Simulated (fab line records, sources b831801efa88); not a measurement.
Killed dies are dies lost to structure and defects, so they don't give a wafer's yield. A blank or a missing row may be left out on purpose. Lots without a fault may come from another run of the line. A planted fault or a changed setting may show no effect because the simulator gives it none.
A struck lot beside a sound one | flow gf180mcu | 45 steps out of a route of 602
Sound: wafers L985.1, L985.2, L985.5. Struck: wafers L989.3, L989.4, L989.6. The cause comes at the end.
At each step with rows: each side's tool, then ch and its chambers, then its first start. Under that, the readings that differ: sound wafers | struck wafers | difference of the means | sigmas: that difference in standard deviations of wafers without a fault.
alike: readings whose means differ by less than 2 such deviations, and words and numbers that are the same on both sides. not compared: withheld readings, readings that some wafer has no value for, bounds like >300 that may hide the same value, and numbers for which the record gives no deviation and whose values overlap.
The two part at a step that has a row with sigmas, a row that says differs or no value, or rows on one side only. Numbers that don't overlap but have no deviation are shown without sigmas and don't part them. A reading that every wafer of one side lacks parts them only if that side has two wafers or more.

first, 2 steps without rows for these wafers: GF_LVPWELL_IMPLANT_08; GF_LVPWELL_IMPLANT_09.
GF_LVPWELL_STRIP_10: strips in O2/N2.
  sound on plasma_asher-04 ch 0,1, day 4 20:49; struck on plasma_asher-01 ch 0,1, day 5 15:29
  alike: drypump_motor_current_A, heater_power_w, oes_product_au, strip_time_to_endpoint_s
  not compared: rf_hours_counter_h
GF_LVPWELL_TW_MEAS_11:
  sound on film_metro-04, day 4 20:55; struck on film_metro-01, day 5 15:35
  alike: LVPWELL_TW
then, 7 steps without rows for these wafers: GF_MVSD_DEHYDRATE_00 (time 60 s); GF_MVSD_HMDS_01 (prime time 60 s); GF_MVSD_COAT_02 (resist thk 3000 nm); GF_MVSD_SOFTBAKE_03; GF_MVSD_EXPOSE_04 (exposes mask MVSD, target cd 1000 nm); GF_MVSD_PEB_05; GF_MVSD_DEVELOP_06 (develop time 60 s).
GF_MVSD_OVL_MEAS_07:
  sound on overlay-02, day 5 10:52; struck on overlay-01, day 6 05:56
  alike: MVSD_OVL
GF_MVSD_IMPLANT_08:
  sound on implanter-04 ch 0, day 5 10:55; struck on implanter-02 ch 0, day 6 06:01
  reading                   | sound                | struck               | difference | sigmas
  beam_energy_keV           | 400.08 400.10 400.29 | 467.28 467.38 467.29 | +67.16     | +99 or more
  model.implant.rp_nm (nm)  | 516.7 516.7 516.7    | 571.4 571.4 571.4    | +54.7      |
  model.implant.drp_nm (nm) | 116.9 116.9 116.9    | 126.1 126.1 126.1    | +9.2       |
then, 1 step without rows for these wafers: GF_MVSD_IMPLANT_09.
GF_MVSD_STRIP_10: strips in O2/N2.
  sound on plasma_asher-04 ch 0,1, day 5 11:13; struck on plasma_asher-04 ch 0,1, day 6 06:17
  alike: drypump_motor_current_A, heater_power_w, oes_product_au, strip_time_to_endpoint_s
  not compared: rf_hours_counter_h
GF_MVSD_TW_MEAS_11:
  sound on film_metro-03, day 5 11:19; struck on film_metro-03, day 6 06:23
  alike: MVSD_TW
then, 7 steps without rows for these wafers: GF_MVPSD_DEHYDRATE_00 (time 60 s); GF_MVPSD_HMDS_01 (prime time 60 s); GF_MVPSD_COAT_02 (resist thk 3000 nm); GF_MVPSD_SOFTBAKE_03; GF_MVPSD_EXPOSE_04 (exposes mask MVPSD, target cd 1000 nm); GF_MVPSD_PEB_05; GF_MVPSD_DEVELOP_06 (develop time 60 s).
GF_MVPSD_OVL_MEAS_07:
  sound on overlay-01, day 6 01:42; struck on overlay-02, day 6 21:29
  alike: MVPSD_OVL
then, 2 steps without rows for these wafers: GF_MVPSD_IMPLANT_08; GF_MVPSD_IMPLANT_09.
GF_MVPSD_STRIP_10: strips in O2/N2.
  sound on plasma_asher-01 ch 0,1, day 6 02:02; struck on plasma_asher-03 ch 0,1, day 6 21:50
  reading                      | sound             | struck            | difference | sigmas
  strip_time_to_endpoint_s (s) | 36.87 36.76 36.89 | 37.00 37.06 37.10 | +0.21      | +2
  alike: drypump_motor_current_A, heater_power_w, oes_product_au
  not compared: rf_hours_counter_h
GF_MVPSD_TW_MEAS_11:
  sound on film_metro-01, day 6 02:08; struck on film_metro-01, day 6 21:56
  alike: MVPSD_TW
then, 7 steps without rows for these wafers: GF_VT_IMPLANT_DEHYDRATE_00 (time 60 s); GF_VT_IMPLANT_HMDS_01 (prime time 60 s); GF_VT_IMPLANT_COAT_02 (resist thk 1000 nm); GF_VT_IMPLANT_SOFTBAKE_03 (time 60 s); GF_VT_IMPLANT_EXPOSE_04 (exposes mask LVPWELL LV AREA, target cd 600 nm); GF_VT_IMPLANT_PEB_05; GF_VT_IMPLANT_DEVELOP_06 (develop time 60 s).
GF_VT_IMPLANT_OVL_MEAS_07:
  sound on overlay-01, day 6 16:48; struck on overlay-01, day 7 13:17
  alike: VT_IMPLANT_OVL
then, 1 step without rows for these wafers: GF_VT_IMPLANT_IMPLANT_08.
GF_VT_IMPLANT_STRIP_09: strips in O2/N2.
  sound on plasma_asher-03 ch 0,1, day 6 16:59; struck on plasma_asher-04 ch 0,1, day 7 13:29
  alike: drypump_motor_current_A, heater_power_w, oes_product_au, strip_time_to_endpoint_s
  not compared: rf_hours_counter_h
GF_VT_IMPLANT_TW_MEAS_10:
  sound on film_metro-02, day 6 17:05; struck on film_metro-02, day 7 13:35
  alike: VT_IMPLANT_TW
then, 3 steps without rows for these wafers: GF_VT_IMPLANT_DEHYDRATE_11 (time 60 s); GF_VT_IMPLANT_HMDS_12 (prime time 60 s); GF_VT_IMPLANT_COAT_13 (resist thk 1000 nm).
-- the record jumps here: 2 days lie between the struck wafers' starts before and after --
GF_VT_IMPLANT_RS_MEAS_46: measures by four-point-probe.
  sound on film_metro-03, day 8 16:18; struck on film_metro-04, day 9 16:16
  reading          | sound             | struck            | difference | sigmas
  MVSD_RS (ohm/sq) | 457.3 457.4 457.5 | 443.5 442.8 443.1 | -14.3      | -13
  not compared: hold
GF_VT_IMPLANT_RS_MEAS_47: measures by four-point-probe.
  sound on film_metro-03, day 8 16:25; struck on film_metro-04, day 9 19:19
  reading | sound | struck                                                                     | difference                   | sigmas
  hold    | - - - | await_dispo/2.9h/release await_dispo/2.9h/release await_dispo/2.9h/release | no value on the sound wafers |
  alike: NWELL_RS
-- the record jumps here: 21 days lie between the struck wafers' starts before and after (it left off in module VT_IMPLANT and takes up again in module PASSIVATION, whose first step shown is number 602 of the route) --
GF_PASSIVATION_PROBE_99:
  the record has rows for the struck wafers here (prober-01, day 31 03:47) and none for the sound ones

WHERE THEY PART
First at GF_MVSD_IMPLANT_08; last, within this record, at GF_PASSIVATION_PROBE_99.

WHY: what the simulator had put in
Process parameter drift: implanter-02, from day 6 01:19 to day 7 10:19, at GF_MVSD_IMPLANT_08. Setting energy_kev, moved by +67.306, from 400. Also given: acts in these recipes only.
